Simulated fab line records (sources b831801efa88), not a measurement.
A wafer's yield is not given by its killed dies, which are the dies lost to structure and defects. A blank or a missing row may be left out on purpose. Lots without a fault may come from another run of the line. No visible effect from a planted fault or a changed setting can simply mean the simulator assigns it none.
fab line records | flow sky130
record: lots: 6 wafers: 18 last_day: 48
route steps=708 shown NWELL@61 PAD_OPEN@708
lots untouched by any fault: they come from a run of this same line in which no faults occurred
start_h: hours from the record's opening day to when the first of the lot's shown wafers began | wait_h: hours elapsed since this lot's preceding step | " repeats the value in the row above | L1.1+2: several wafers, shown together as one row | - no value, or no start given | * or withheld: withheld | < > ~ a bound
route shown NAME@n: NAME is a module with steps in the file, n the number in the route of the first one | usual: mean/standard deviation of fault-free wafers | same: alike in all rows | chamber/n: place in a boat | sites: per-site readings | _std_site: the standard deviation of these | _edge_site: the outer-site mean with the inner-site mean subtracted | radius_mm: how far each site lies from the wafer's centre | mask NAME#n: copy n | behind: the last tool/chamber to shape the wafer | hold: the reason the lot was held/the length of the hold in hours/how it ended | device: names the non-switching transistor (n, p or np) | end of line: the route-end tests of the same wafers | where a step has no rows: the recipe by itself | killed: dies that structure and defects cost at the first sort, which is not the same as the wafer's yield | map: dies across one wafer; x = killed, . = not, _ = none there
set.NAME: the setting the step ran with; set.NAME@STEP: the setting that earlier step ran with | model.NAME: the simulator's own value behind a step, which no gauge read
lots at some steps of the route; a table a step, a row a wafer
services: the hour from which a tool's chamber was out of use, counted from the record's first day as start_h (under 0 if before that day), plus the number of hours and why
== steps ==
step: SKY_NWELL_PEB_08
recipe: temp_c: 115 time_s: withheld
step: SKY_NWELL_DEVELOP_09
recipe: wall_angle_deg: 90 developer: TMAH develop_time_s: 60 dev_temp_c: 23
step: SKY_NWELL_OVL_MEAS_10
usual: NWELL_00_OVL: -0.2/1.3
columns lot.wafer tool chamber start_h wait_h NWELL_00_OVL[nm]
L569.1 overlay-02 - 90.95 - 0.2
L569.2 " - " " -1.5
L569.6 " - " " 1.1
L570.1 overlay-02 - 98.85 - -0.9
L570.2 " - " " -1.5
L570.5 " - " " 0.0
L572.1 overlay-02 - 109.93 - -0.7
L572.3 " - " " -1.3
L572.5 " - " " 0.1
L574.4 overlay-01 - 119.01 - 1.0
L574.5 " - " " -0.2
L574.6 " - " " -0.1
L580.1 overlay-02 - 155.98 - 0.9
L580.4 " - " " 0.8
L580.5 " - " " 1.7
L581.1 overlay-01 - 165.18 - -1.4
L581.3 " - " " 0.0
L581.4 " - " " 0.7
step: SKY_NWELL_IMPLANT_11
recipe: species: P energy_kev: 400 dose_cm2: 1.9e+13 tilt_deg: withheld
step: SKY_NWELL_IMPLANT_12
recipe: species: P energy_kev: 120 dose_cm2: 1.3e+12 tilt_deg: withheld
step: SKY_NWELL_IMPLANT_13
recipe: species: P energy_kev: 50 dose_cm2: 7e+11 tilt_deg: withheld
step: SKY_NWELL_STRIP_14
recipe: chemistry: O2/N2 power_w: 1400 pressure_mtorr: 1500 platen_temp_c: withheld o2_flow_sccm: 3000 n2_flow_sccm: 300 overash_fraction: 0.5
usual: drypump_motor_current_A: 5.7/0.44 oes_product_au: 0.722/0.0043 strip_time_to_endpoint_s: 37.02/0.11
columns lot.wafer tool chamber start_h wait_h drypump_motor_current_A oes_product_au rf_hours_counter_h strip_time_to_endpoint_s
L569.1 plasma_asher-01 0 91.43 0.1 5.2 0.723 42 37.24
L569.2 " 1 " " 5.3 0.717 42 37.07
L569.6 " 0 " " 5.2 0.732 - 37.05
L570.1 plasma_asher-01 1 99.34 0.1 5.4 0.721 42 37.05
L570.2 " 0 " " 5.2 0.721 42 37.06
L570.5 " 1 " " 5.3 0.725 - 36.91
L572.1 plasma_asher-03 0 110.42 0.1 6.5 0.721 43 36.97
L572.3 " 0 " " 6.5 0.725 - 37.03
L572.5 " 0 " " 6.5 0.712 - 37.02
L574.4 plasma_asher-02 0 119.51 0.1 5.9 0.722 - 37.12
L574.5 " 1 " " 6.0 0.721 - 37.06
L574.6 " 0 " " 5.9 0.732 - 36.98
L580.1 plasma_asher-01 1 156.47 0.1 5.3 0.727 4 36.73
L580.4 " 0 " " 5.2 0.721 - 36.71
L580.5 " 0 " " 5.2 0.714 - 36.75
L581.1 plasma_asher-03 1 165.67 0.1 5.9 0.719 49 37.01
L581.3 " 1 " " 5.9 0.719 - 36.92
L581.4 " 0 " " 6.5 0.720 - 37.06
step: SKY_NWELL_TW_MEAS_15
usual: NWELL_TW: 1828/20
columns lot.wafer tool chamber start_h wait_h NWELL_TW
L569.1 film_metro-01 - 91.53 0.1 1815
L569.2 " - " " 1823
L569.6 " - " " 1816
L570.1 film_metro-02 - 99.44 0.1 1805
L570.2 " - " " 1815
L570.5 " - " " 1814
L572.1 film_metro-02 - 110.52 0.1 1813
L572.3 " - " " 1812
L572.5 " - " " 1807
L574.4 film_metro-03 - 119.61 0.1 1853
L574.5 " - " " 1844
L574.6 " - " " 1846
L580.1 film_metro-02 - 156.57 0.1 1824
L580.4 " - " " 1819
L580.5 " - " " 1819
L581.1 film_metro-01 - 165.77 0.1 1868
L581.3 " - " " 1860
L581.4 " - " " 1859
step: SKY_NWELL_DEHYDRATE_16
recipe: temp_c: 200 time_s: 60
step: SKY_NWELL_HMDS_17
recipe: prime_time_s: 60 prime_temp_c: 120
step: SKY_NWELL_COAT_18
recipe: spin_rpm: 2000 resist_thk_nm: 3000
step: SKY_NWELL_SOFTBAKE_19
recipe: temp_c: 110 time_s: withheld
step: SKY_NWELL_EXPOSE_20
recipe: mask_id: NWM_COMPLEMENT na: 0.6 source_shape: conventional sigma_outer: 0.6 polarization: unpolarized target_cd_nm: 840 dose_mj: 260
columns lot.wafer tool chamber start_h wait_h mask model.NWELL.overlay_x_nm
L569.1+2+6 iline_stepper-01 0 100.15 - NWM_COMPLEMENT#0 -0.1985
L570.1+2+5 iline_stepper-02 0 108.67 - NWM_COMPLEMENT#0 0.1028
L572.1+3+5 iline_stepper-01 0 119.23 - NWM_COMPLEMENT#0 0.8797
L574.4+5+6 iline_stepper-02 0 128.56 - NWM_COMPLEMENT#0 170.3
L580.1+4+5 iline_stepper-02 0 166.32 - NWM_COMPLEMENT#0 172.2
L581.1+3+4 iline_stepper-01 0 175.72 - NWM_COMPLEMENT#0 -0.1327
step: SKY_NWELL_PEB_21
recipe: temp_c: 115 time_s: withheld
step: SKY_NWELL_DEVELOP_22
recipe: wall_angle_deg: 90 developer: TMAH develop_time_s: 60 dev_temp_c: 23
step: SKY_NWELL_OVL_MEAS_23
usual: NWELL_01_OVL: 1.4/1.4
columns lot.wafer tool chamber start_h wait_h NWELL_01_OVL[nm]
L569.1 overlay-02 - 108.98 - 1.1
L569.2 " - " " 1.9
L569.6 " - " " 0.6
L570.1 overlay-02 - 117.15 - 0.8
L570.2 " - " " 1.7
L570.5 " - " " 1.2
L572.1 overlay-02 - 128.04 - 1.6
L572.3 " - " " 2.4
L572.5 " - " " 1.5
L574.4 overlay-01 - 137.56 - 170.4
L574.5 " - " " 171.8
L574.6 " - " " 174.3
L580.1 overlay-02 - 175.53 - 174.3
L580.4 " - " " 175.3
L580.5 " - " " 173.7
L581.1 overlay-01 - 186.05 - 1.2
L581.3 " - " " 2.3
L581.4 " - " " 2.2
step: SKY_NWELL_IMPLANT_24
recipe: species: B energy_kev: 140 dose_cm2: 9.2e+12 tilt_deg: withheld
step: SKY_PAD_OPEN_PROBE_99
usual: killed_at_M0_to_M3: 44/7 killed_at_M4_up: 3.2/1.8 killed_at_contacts: 24/5.1 killed_at_front_end: 15/4.3 killed_at_other: 0.3/0.5 killed_dies: 86/9.6 killed_open: 48/7.1 killed_short: 38/6.7
same: gross_dies: 492 killed_at_back_side: 0
columns lot.wafer tool chamber start_h wait_h killed_at_M0_to_M3 killed_at_M4_up killed_at_contacts killed_at_front_end killed_at_other killed_dies killed_open killed_short model.etest.pfet_16v.r_on_ohm_um model.etest.nfet_16v.r_on_ohm_um model.etest.pfet_16v.drive_ua_um model.etest.nfet_16v.drive_ua_um model.etest.sram_pfet_latch.drive_ua_um model.etest.sram_pfet_latch.vt_sat_v model.etest.sram_pfet_latch.vt_v
L569.1 prober-02 - 1077.92 0.1 43 3 25 19 0 90 40 50 1.528e+04 1.419e+04 246.2 219.8 137.5 -0.7859 -0.9148
L569.2 prober-02 - 1077.97 0.1 34 2 29 9 1 75 45 30 1.52e+04 1.406e+04 249.3 220.4 141.3 -0.7793 -0.9135
L569.6 prober-02 - 1078.17 0.2 47 3 25 17 0 92 49 43 1.489e+04 1.413e+04 249.8 218.3 134.8 -0.7901 -0.9196
L570.1 prober-01 - 1091.74 0.1 52 5 27 12 0 96 61 35 1.539e+04 1.403e+04 237.4 217.2 147.4 -0.7326 -0.8678
L570.2 prober-01 - 1091.79 0.1 70 2 18 13 0 103 68 35 1.537e+04 1.408e+04 238.1 216.7 145.7 -0.7519 -0.8938
L570.5 prober-01 - 1091.94 0.2 49 1 25 15 0 90 45 45 1.552e+04 1.386e+04 236.3 221.6 146.8 -0.7579 -0.891
L572.1 prober-01 - 1101.88 0.1 42 3 24 12 0 81 44 37 1.52e+04 1.424e+04 241.6 216.3 149 -0.7597 -0.9055
L572.3 prober-01 - 1101.98 0.2 41 3 27 17 0 88 51 37 1.53e+04 1.444e+04 239.3 212.7 148.3 -0.7576 -0.9016
L572.5 prober-01 - 1102.08 0.2 38 0 22 24 0 84 46 38 1.544e+04 1.446e+04 239.4 212.9 147 -0.749 -0.8971
L574.4 prober-01 - 1113.81 0.2 39 5 28 11 0 83 47 34 1.969e+04 1.721e+04 175.4 198.1 137.6 -0.8031 -0.9209
L574.5 prober-01 - 1113.86 0.2 49 6 25 19 1 100 58 41 1.948e+04 1.698e+04 177.2 197.2 142.9 -0.7972 -0.9187
L574.6 prober-01 - 1113.91 0.2 47 1 20 16 0 84 46 37 1.955e+04 1.688e+04 175.5 200.2 151.4 -0.7621 -0.892
L580.1 prober-01 - 1148.95 0.1 50 3 26 11 1 91 46 43 2.114e+04 1.771e+04 166.7 193.1 158.3 -0.7138 -0.8584
L580.4 prober-01 - 1149.10 0.2 41 3 21 18 0 83 42 38 2.129e+04 1.783e+04 166.9 196.3 153.7 -0.7352 -0.8814
L580.5 prober-01 - 1149.15 0.2 51 3 28 19 0 101 53 47 2.116e+04 1.752e+04 167 197.2 156.5 -0.7231 -0.8761
L581.1 prober-02 - 1159.36 0.1 39 2 30 17 0 88 46 42 1.534e+04 1.386e+04 239.2 226.4 150.7 -0.7601 -0.8978
L581.3 prober-02 - 1159.46 0.2 35 4 25 12 0 76 46 30 1.534e+04 1.378e+04 238 228.6 146.7 -0.7741 -0.9074
L581.4 prober-02 - 1159.51 0.2 38 5 31 24 0 98 53 45 1.557e+04 1.42e+04 234.1 222.1 142.2 -0.7775 -0.9053
killed by level:class
L569.1 CONTACT:geometric_particle:open=9 VIA1:geometric_particle:open=9 CONTACT:geometric_particle:short=8 VIA3:geometric_particle:open=7 METAL3:geometric_particle:short=6 FIELD_ISO:geometric_particle:short=4 POLY_GATE:geometric_particle:open=4 POLY_GATE:geometric_particle:short=4
L569.2 CONTACT:geometric_particle:open=11 VIA1:geometric_particle:open=7 VIA2:geometric_particle:open=7 LI_CONTACT:geometric_particle:open=6 FIELD_ISO:geometric_particle:open=5 CONTACT:geometric_particle:short=5 LI_CONTACT:geometric_particle:short=4 METAL1:geometric_particle:short=4
L569.6 VIA1:geometric_particle:open=10 LI_CONTACT:geometric_particle:open=9 METAL1:geometric_particle:short=8 VIA3:geometric_particle:open=7 CONTACT:geometric_particle:short=6 CONTACT:geometric_particle:open=6 VIA2:geometric_particle:open=6 METAL3:geometric_particle:short=5
L570.1 CONTACT:geometric_particle:open=13 VIA1:geometric_particle:open=13 VIA1:geometric_particle:short=12 VIA3:geometric_particle:open=9 VIA2:geometric_particle:open=8 LI_CONTACT:geometric_particle:open=7 FIELD_ISO:geometric_particle:open=4 METAL4:geometric_particle:short=3
L570.2 VIA1:geometric_particle:open=16 VIA3:geometric_particle:open=14 VIA2:geometric_particle:open=13 CONTACT:geometric_particle:open=8 METAL1:geometric_particle:short=8 METAL2:geometric_particle:short=5 FIELD_ISO:geometric_particle:short=4 FIELD_ISO:geometric_particle:open=4
L570.5 CONTACT:geometric_particle:open=9 LI_CONTACT:geometric_particle:open=7 METAL1:geometric_particle:short=6 VIA2:geometric_particle:open=6 VIA1:geometric_particle:short=6 VIA1:geometric_particle:open=6 METAL2:geometric_particle:short=6 LOCAL_INTERCONNECT:geometric_particle:short=5
L572.1 VIA1:geometric_particle:open=11 CONTACT:geometric_particle:open=8 VIA3:geometric_particle:open=7 VIA1:geometric_particle:short=7 LI_CONTACT:geometric_particle:short=6 FIELD_ISO:geometric_particle:short=5 LI_CONTACT:geometric_particle:open=5 VIA2:geometric_particle:open=5
L572.3 VIA1:geometric_particle:open=12 CONTACT:geometric_particle:open=9 VIA2:geometric_particle:open=8 LI_CONTACT:geometric_particle:open=7 LI_CONTACT:geometric_particle:short=6 METAL2:geometric_particle:short=6 FIELD_ISO:geometric_particle:short=4 POLY_GATE:geometric_particle:open=4
L572.5 VIA1:geometric_particle:open=13 FIELD_ISO:geometric_particle:open=7 FIELD_ISO:geometric_particle:short=5 LI_CONTACT:geometric_particle:open=5 LOCAL_INTERCONNECT:geometric_particle:short=5 CONTACT:geometric_particle:open=5 METAL1:geometric_particle:short=5 POLY_GATE:geometric_particle:open=4
L574.4 CONTACT:geometric_particle:open=14 VIA1:geometric_particle:open=7 LI_CONTACT:geometric_particle:open=6 VIA3:geometric_particle:open=6 VIA2:geometric_particle:open=5 FIELD_ISO:geometric_particle:short=4 METAL1:geometric_particle:short=4 VIA2:geometric_particle:short=4
L574.5 VIA1:geometric_particle:open=12 CONTACT:geometric_particle:open=10 LI_CONTACT:geometric_particle:open=8 VIA3:geometric_particle:open=7 FIELD_ISO:geometric_particle:open=6 VIA2:geometric_particle:open=6 METAL3:geometric_particle:short=6 CONTACT:geometric_particle:short=5
L574.6 VIA1:geometric_particle:open=13 VIA2:geometric_particle:open=8 CONTACT:geometric_particle:short=7 CONTACT:geometric_particle:open=6 FIELD_ISO:geometric_particle:open=5 VIA1:geometric_particle:short=5 LI_CONTACT:geometric_particle:open=4 METAL1:geometric_particle:short=4
L580.1 LI_CONTACT:geometric_particle:open=11 METAL2:geometric_particle:short=9 METAL1:geometric_particle:short=8 VIA1:geometric_particle:open=8 VIA3:geometric_particle:open=8 CONTACT:geometric_particle:open=7 VIA1:geometric_particle:short=7 LOCAL_INTERCONNECT:geometric_particle:short=4
L580.4 VIA3:geometric_particle:open=8 METAL2:geometric_particle:short=8 CONTACT:geometric_particle:open=7 FIELD_ISO:geometric_particle:open=5 CONTACT:geometric_particle:short=5 VIA2:geometric_particle:open=5 METAL1:geometric_particle:short=4 VIA1:geometric_particle:short=4
L580.5 VIA1:geometric_particle:open=14 LI_CONTACT:geometric_particle:open=10 CONTACT:geometric_particle:open=9 METAL2:geometric_particle:short=7 VIA2:geometric_particle:open=6 VIA1:geometric_particle:short=6 FIELD_ISO:geometric_particle:open=5 FIELD_ISO:geometric_particle:short=5
L581.1 VIA1:geometric_particle:open=9 LI_CONTACT:geometric_particle:open=9 LI_CONTACT:geometric_particle:short=6 CONTACT:geometric_particle:open=6 FIELD_ISO:geometric_particle:open=5 METAL2:geometric_particle:short=5 POLY_GATE:geometric_particle:open=5 VIA1:geometric_particle:short=5
L581.3 LI_CONTACT:geometric_particle:open=9 VIA1:geometric_particle:open=8 CONTACT:geometric_particle:open=7 METAL1:geometric_particle:short=5 METAL2:geometric_particle:short=5 VIA2:geometric_particle:open=5 VIA3:geometric_particle:open=5 POLY_GATE:geometric_particle:open=4
L581.4 CONTACT:geometric_particle:open=10 LI_CONTACT:geometric_particle:open=9 POLY_GATE:geometric_particle:short=6 METAL1:geometric_particle:short=6 VIA2:geometric_particle:open=6 FIELD_ISO:geometric_particle:open=5 CONTACT:geometric_particle:short=5 VIA2:geometric_particle:short=4
== services ==
columns tool chamber start_h hours kind
iline_stepper-02 - 93.36 1.7 pm
iline_stepper-02 - 99.49 8.9 repair
plasma_asher-01 - 108.75 9.0 pm
plasma_asher-01 0 108.75 9.0 vent_cycle
plasma_asher-01 1 108.75 9.0 vent_cycle
plasma_asher-01 0 117.75 - clean
plasma_asher-01 1 117.75 - clean
== key ==
first_sign: step: SKY_NWELL_OVL_MEAS_23 reading: NWELL_01_OVL direction: up sigmas: 99+ usual: 1.4 struck: 173.3
effect none on later readings
model_effect: step: SKY_NWELL_EXPOSE_20 value: NWELL.overlay_x_nm without: 0.0932 struck: 171.3
model_effect: step: SKY_PAD_OPEN_PROBE_99 value: etest.pfet_16v.r_on_ohm_um without: 1.526e+04 struck: 2.039e+04
met_at SKY_NWELL_EXPOSE_20
struck_wafers L574.4,L574.5,L574.6,L580.1,L580.4,L580.5
tester_left_out L574,L580
onset_between 108.67 128.56
fault: kind: scanner_matching_overlay tool: iline_stepper-02 chamber: - onset_h: 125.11 steps: SKY_NWELL_EXPOSE_20 offset: 171.19
tester_left_out: of these lots the tester's yield and bins aren't shown, on N5 and GAA mostly nor the transistor test; their killed dies are dies lost to structure and defects alone, not to doping, threshold or leakage, so they don't give the yield
